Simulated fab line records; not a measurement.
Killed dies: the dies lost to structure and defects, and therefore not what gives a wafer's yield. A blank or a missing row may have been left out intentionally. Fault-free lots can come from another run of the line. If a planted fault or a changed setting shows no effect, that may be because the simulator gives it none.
fab line records	flow sky130
record lots=12	wafers=36	last-day=49
route steps=708 shown FIELD_ISO@28 VT_ADJUST_HVTP@95 SONOS_TUNNEL@161 SONOS_ONO@170 PAD_OPEN@708
lots untouched by any fault: they come from a run of this same line in which no faults occurred
start-h: hours from the record's first day to the start of the lot's first wafer shown	wait-h: hours since the lot's step before	" repeats the value in the row above	L1.1+2: several wafers, shown together as one row	- no value present, or no start provided	* or withheld: withheld	< > ~ a bound
route shown NAME@n: NAME is a module with steps in the file, n the number in the route of the first one	usual: mean/standard deviation taken from wafers without a fault	same: alike in all rows	chamber/n: place in a boat	sites: per-site readings	_std_site: how widely they spread, as a standard deviation	_edge_site: inner sites' mean taken away from outer sites' mean	radius-mm: how far each site lies from the wafer's centre	mask NAME#n: copy n	behind: the most recent tool/chamber to have shaped the wafer	hold: why the lot was held/for how many hours/how that ended	device: names the non-switching transistor (n, p or np)	end of line: at the end of the route, the tests of the same wafers	a step without rows: its recipe alone	killed: dies that structure and defects cost at the first sort, which is not the same as the wafer's yield	map: dies across one wafer; x = killed, . = not, _ = none there
set.NAME: setting as actually run; set.NAME@STEP: the setting as run at that earlier step	model.NAME: the simulator's own value behind a step, which no gauge read
a sample of lots followed through the steps of the route, with each step as a table and each wafer as a row
services: when a tool's chamber went out of use (start-h, in hours from the record's first day, below 0 if earlier), for how many hours, and the reason
## steps
# step SKY_FIELD_ISO_CMP_27
# recipe stop-on=Si3N4	t-overpolish-s=16	down-force-psi=4	platen-rpm=60	target-thk-nm=457.8	pad-velocity-m-s=0.94248
# usual motor-current-A=12.3/1.3	overpolish-run-s=16.000/0.0089	time-to-endpoint-s=112/3.6
lot.wafer	tool	chamber	start-h	wait-h	motor-current-A	overpolish-run-s	time-to-endpoint-s
L720.2	cmp-01	1	35.65	0.0	14.2	15.997	112
L720.3	"	2	"	"	12.4	16.011	110
L720.6	"	1	"	"	13.8	15.999	115
L721.3	cmp-01	3	38.68	0.0	13.5	15.998	111
L721.1	"	0	"	"	11.9	16.018	111
L721.2	"	2	"	"	11.5	15.997	105
L722.4	cmp-01	0	45.83	0.1	11.6	15.995	115
L722.2	"	1	"	"	13.2	15.990	113
L722.5	"	0	"	"	10.9	16.014	109
L723.3	cmp-01	3	51.32	0.0	14.3	16.000	116
L723.2	"	2	"	"	12.2	16.008	113
L723.6	"	0	"	"	11.8	16.012	115
L724.3	cmp-02	2	57.56	0.0	12.8	15.997	112
L724.4	"	3	"	"	10.0	16.009	118
L724.5	"	2	"	"	12.7	16.011	112
L725.2	cmp-01	2	59.52	0.0	11.6	16.012	107
L725.5	"	2	"	"	11.7	15.999	110
L725.6	"	3	"	"	14.5	15.998	112
L727.4	cmp-01	2	69.78	0.1	11.3	16.013	115
L727.1	"	0	"	"	11.0	15.990	112
L727.5	"	2	"	"	11.3	16.006	114
L730.4	cmp-01	1	90.64	0.0	14.0	15.992	113
L730.5	"	1	"	"	13.5	15.986	116
L730.6	"	2	"	"	11.4	15.997	114
L732.3	cmp-01	1	95.11	0.1	14.3	16.000	117
L732.5	"	3	"	"	14.4	15.996	115
L732.6	"	0	"	"	11.4	16.013	114
L735.1	cmp-02	2	111.07	0.1	12.4	16.005	110
L735.6	"	0	"	"	11.9	16.020	114
L735.5	"	1	"	"	13.1	15.984	116
L736.1	cmp-02	3	118.20	0.1	10.2	15.993	120
L736.6	"	2	"	"	13.3	15.990	110
L736.5	"	3	"	"	10.3	16.004	116
L737.3	cmp-01	1	122.38	0.0	14.3	16.000	116
L737.4	"	3	"	"	13.8	16.007	120
L737.5	"	2	"	"	11.8	15.995	114
# step SKY_VT_ADJUST_HVTP_STRIP_10
# recipe chemistry=O2/N2	power-w=1400	pressure-mtorr=1500	platen-temp-c=withheld	o2-flow-sccm=3000	n2-flow-sccm=300	overash-fraction=0.5
# usual chamber-pressure-mTorr=1500.0/1.3	drypump-motor-current-A=5.9/0.57	oes-product-au=0.715/0.0042	strip-time-to-endpoint-s=14.18/0.041
lot.wafer	tool	chamber	start-h	wait-h	chamber-pressure-mTorr	drypump-motor-current-A	oes-product-au	rf-hours-counter-h	strip-time-to-endpoint-s
L720.2	plasma-asher-03	0	124.45	0.1	1501.8	6.5	0.716	45	14.22
L720.3	"	0	"	"	1500.5	6.5	0.721	-	14.20
L720.6	"	1	"	"	1499.1	6.0	0.707	-	14.15
L721.1	plasma-asher-03	0	129.60	0.1	1500.3	6.6	0.714	46	14.15
L721.2	"	1	"	"	1500.6	6.0	0.717	46	14.19
L721.3	"	0	"	"	1500.2	6.6	0.714	-	14.19
L722.2	plasma-asher-01	1	137.05	0.1	1501.9	5.2	0.717	37	14.10
L722.4	"	0	"	"	1500.6	5.5	0.716	-	14.06
L722.5	"	0	"	"	1499.2	5.5	0.713	-	14.11
L723.2	plasma-asher-04	0	143.60	0.1	1500.3	5.1	0.717	46	14.18
L723.3	"	1	"	"	1500.4	6.5	0.715	-	14.18
L723.6	"	1	"	"	1500.0	6.4	0.717	-	14.12
L724.3	plasma-asher-04	0	151.78	0.1	1501.2	5.2	0.706	-	14.22
L724.4	"	1	"	"	1499.8	6.4	0.709	-	14.17
L724.5	"	0	"	"	1499.9	5.1	0.711	-	14.16
L725.2	plasma-asher-03	1	158.45	0.1	1500.2	6.0	0.718	49	14.22
L725.5	"	1	"	"	1498.8	6.0	0.724	-	14.16
L725.6	"	0	"	"	1500.0	6.6	0.710	-	14.17
L727.1	plasma-asher-03	1	167.20	0.1	1499.9	6.0	0.717	49	14.10
L727.4	"	1	"	"	1499.1	6.0	0.716	-	14.10
L727.5	"	0	"	"	1499.4	6.6	0.721	-	14.13
L730.4	plasma-asher-03	1	193.60	0.1	1499.8	6.0	0.713	-	14.25
L730.5	"	0	"	"	1499.5	6.6	0.719	-	14.24
L730.6	"	1	"	"	1500.7	6.0	0.709	-	14.25
L732.3	plasma-asher-01	0	201.01	0.2	1499.2	5.5	0.722	-	14.21
L732.5	"	0	"	"	1503.5	5.5	0.711	-	14.24
L732.6	"	1	"	"	1500.5	5.2	0.713	-	14.21
L735.1	plasma-asher-03	0	216.25	0.1	1500.0	6.6	0.723	54	14.15
L735.5	"	0	"	"	1500.4	6.6	0.717	-	14.19
L735.6	"	1	"	"	1499.2	6.1	0.719	-	14.19
L736.1	plasma-asher-04	1	226.21	0.1	1498.2	6.5	0.714	54	14.18
L736.5	"	1	"	"	1500.3	6.5	0.719	-	14.16
L736.6	"	0	"	"	1500.9	5.1	0.707	-	14.19
L737.3	plasma-asher-04	0	231.63	0.1	1498.3	5.2	0.714	-	14.17
L737.4	"	1	"	"	1499.5	6.4	0.720	-	14.23
L737.5	"	1	"	"	1499.2	6.4	0.713	-	14.18
# step SKY_SONOS_TUNNEL_CD_MEAS_07
# recipe target-cd-nm=410
# usual cd-nm=409.9/2
lot.wafer	tool	chamber	start-h	wait-h	cd-nm
L720.2	cd-sem-01	-	250.36	0.1	410.9
L720.3	"	-	"	"	410.6
L720.6	"	-	"	"	410.5
L721.1	cd-sem-02	-	255.25	0.1	410.1
L721.2	"	-	"	"	409.0
L721.3	"	-	"	"	410.4
L722.2	cd-sem-01	-	267.51	0.1	409.4
L722.4	"	-	"	"	409.8
L722.5	"	-	"	"	409.5
L723.2	cd-sem-02	-	276.51	0.1	408.6
L723.3	"	-	"	"	409.4
L723.6	"	-	"	"	409.7
L724.3	cd-sem-01	-	284.88	0.1	409.8
L724.4	"	-	"	"	411.1
L724.5	"	-	"	"	409.4
L725.2	cd-sem-01	-	293.23	0.1	410.4
L725.5	"	-	"	"	411.6
L725.6	"	-	"	"	412.2
L727.1	cd-sem-01	-	303.06	0.1	411.1
L727.4	"	-	"	"	409.5
L727.5	"	-	"	"	412.7
L730.4	cd-sem-02	-	335.66	0.1	412.4
L730.5	"	-	"	"	415.4
L730.6	"	-	"	"	410.6
L732.3	cd-sem-02	-	344.63	0.1	408.2
L732.5	"	-	"	"	407.9
L732.6	"	-	"	"	406.0
L735.1	cd-sem-01	-	363.50	0.1	410.3
L735.5	"	-	"	"	410.9
L735.6	"	-	"	"	411.3
L736.1	cd-sem-02	-	378.75	0.1	412.3
L736.5	"	-	"	"	412.0
L736.6	"	-	"	"	413.4
L737.3	cd-sem-01	-	383.74	0.1	409.0
L737.4	"	-	"	"	410.2
L737.5	"	-	"	"	411.0
# step SKY_SONOS_ONO_CVD_02
# recipe material=Si3N4	precursor=DCS/NH3	target-thk-nm=10.5	temp-c=770	time-s=180	pressure-mtorr=250
lot.wafer	tool	chamber	start-h	wait-h
L720.2+3+6	lpcvd-02	0	254.09	1.0
L721.1+2+3	lpcvd-02	0	261.90	3.4
L722.2+4+5	lpcvd-02	0	269.56	0.0
L723.2+3+6	lpcvd-02	1	283.41	0.0
L724.3+4+5	lpcvd-02	0	290.97	1.0
L725.2+5+6	lpcvd-02	0	297.29	0.3
L727.1+4+5	lpcvd-02	1	308.18	2.0
L730.4+5+6	lpcvd-02	1	339.03	1.0
L732.3+5+6	lpcvd-02	1	353.56	4.4
L735.1+5+6	lpcvd-02	0	369.10	0.8
L736.1+5+6	lpcvd-02	0	381.20	0.5
L737.3+4+5	lpcvd-02	0	387.32	0.0
# step SKY_SONOS_ONO_THK_MEAS_03
# recipe reads=Si3N4_of_SONOS_ONO_CVD_02
# usual SONOS_ONO_CVD_02_THK=10.53/0.15
lot.wafer	tool	chamber	start-h	wait-h	SONOS_ONO_CVD_02_THK[nm]
L720.2	film-metro-04	-	255.15	0.0	10.75
L720.3	"	-	"	"	10.78
L720.6	"	-	"	"	10.63
L721.1	film-metro-02	-	262.95	0.0	10.45
L721.2	"	-	"	"	10.66
L721.3	"	-	"	"	10.52
L722.2	film-metro-02	-	270.62	0.0	10.55
L722.4	"	-	"	"	10.60
L722.5	"	-	"	"	10.61
L723.2	film-metro-02	-	284.99	0.0	10.45
L723.3	"	-	"	"	10.42
L723.6	"	-	"	"	10.52
L724.3	film-metro-04	-	292.04	0.0	10.52
L724.4	"	-	"	"	10.43
L724.5	"	-	"	"	10.29
L725.2	film-metro-01	-	298.35	0.0	10.52
L725.5	"	-	"	"	10.55
L725.6	"	-	"	"	10.47
L727.1	film-metro-02	-	309.23	0.0	10.46
L727.4	"	-	"	"	10.57
L727.5	"	-	"	"	10.51
L730.4	film-metro-04	-	340.11	0.0	10.33
L730.5	"	-	"	"	10.40
L730.6	"	-	"	"	10.27
L732.3	film-metro-01	-	354.63	0.0	10.51
L732.5	"	-	"	"	10.56
L732.6	"	-	"	"	10.45
L735.1	film-metro-02	-	370.15	0.0	10.40
L735.5	"	-	"	"	10.48
L735.6	"	-	"	"	10.50
L736.1	film-metro-02	-	382.25	0.0	19.01
L736.5	"	-	"	"	18.95
L736.6	"	-	"	"	19.01
L737.3	film-metro-04	-	388.39	0.0	18.95
L737.4	"	-	"	"	18.89
L737.5	"	-	"	"	18.92
# step SKY_PAD_OPEN_PROBE_99
# usual killed_at_M0_to_M3=43/6.8	killed_at_M4_up=3.1/1.6	killed-at-contacts=24/5.4	killed-at-front-end=16/4.4	killed-at-other=0.2/0.48	killed-dies=87/8.8	killed-on-rim=17/3.4	killed-open=48/6.4	killed-short=39/6.2
# same gross-dies=492	killed-at-back-side=0
lot.wafer	tool	chamber	start-h	wait-h	killed_at_M0_to_M3	killed_at_M4_up	killed-at-contacts	killed-at-front-end	killed-at-other	killed-dies	killed-on-rim	killed-open	killed-short
L737.3	prober-02	-	1174.89	0.2	41	4	27	12	2	86	12	40	46
L737.4	prober-02	-	1174.94	0.2	41	3	27	9	0	80	17	46	34
L737.5	prober-02	-	1174.99	0.2	43	4	16	24	0	87	14	46	41
# killed by level:class
L737.3 CONTACT:geometric-particle:open=10 CONTACT:geometric-particle:short=6 METAL1:geometric-particle:short=6 VIA1:geometric-particle:open=6 METAL2:geometric-particle:short=6 VIA3:geometric-particle:open=5 LI_CONTACT:geometric-particle:open=5 LOCAL_INTERCONNECT:geometric-particle:short=5
L737.4 CONTACT:geometric-particle:open=9 VIA3:geometric-particle:open=8 LI_CONTACT:geometric-particle:open=7 METAL2:geometric-particle:short=5 VIA1:geometric-particle:open=5 VIA1:geometric-particle:short=5 VIA2:geometric-particle:open=5 CONTACT:geometric-particle:short=4
L737.5 VIA1:geometric-particle:open=8 VIA3:geometric-particle:open=7 FIELD_ISO:geometric-particle:open=6 VIA2:geometric-particle:open=6 POLY_GATE:geometric-particle:short=5 LI_CONTACT:geometric-particle:open=5 METAL1:geometric-particle:short=5 VIA2:geometric-particle:short=5
## services
tool	chamber	start-h	hours	kind
cmp-01	-	12.83	1.4	repair
plasma-asher-01	-	15.72	2.8	pm
cmp-02	-	20.09	7.3	repair
plasma-asher-04	-	30.38	6.9	repair
cmp-02	-	47.11	2.0	repair
cmp-02	-	64.00	4.0	pm
cmp-02	-	83.38	5.5	pm
plasma-asher-04	-	84.45	1.4	repair
plasma-asher-03	-	107.53	14.6	pm
cmp-01	-	126.18	0.7	repair
plasma-asher-04	-	131.09	0.3	repair
cmp-01	-	141.00	4.5	pm
cmp-02	-	181.42	1.2	repair
plasma-asher-04	-	201.56	1.4	repair
plasma-asher-04	-	205.25	5.7	repair
cmp-01	-	232.09	4.0	pm
cmp-02	-	257.84	1.8	repair
plasma-asher-03	-	260.79	0.9	repair
plasma-asher-03	-	307.75	2.1	repair
cmp-02	-	309.01	2.4	repair
lpcvd-02	-	345.66	6.1	pm
cmp-01	-	347.45	9.8	pm
plasma-asher-01	-	374.71	0.4	repair
cmp-02	-	380.76	1.4	repair
## key
first-sign step=SKY_SONOS_ONO_THK_MEAS_03	reading=SONOS_ONO_CVD_02_THK	direction=up	sigmas=58	usual=10.53	struck=18.96
effect none on later readings
met-at SKY_SONOS_ONO_CVD_02
struck-lots L736,L737
tester-left-out L736,L737
not-acting-at SKY_FIELD_ISO_CMP_27,SKY_VT_ADJUST_HVTP_STRIP_10,SKY_SONOS_TUNNEL_CD_MEAS_07
onset-between 369.10 381.20
also-fits time
fault kind=process-parameter-drift	tool=lpcvd-02	chamber=-	onset-h=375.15	steps=SKY_SONOS_ONO_CVD_02	channel=target-thk-nm	offset=8.5594	shape=step	end-h=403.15	acts-in=these-recipes-only	stated=10.5
# tester-left-out: of these lots the tester's yield and bins aren't shown, on N5 and GAA mostly nor the transistor test; their killed dies are dies lost to structure and defects alone, not to doping, threshold or leakage, so they don't give the yield
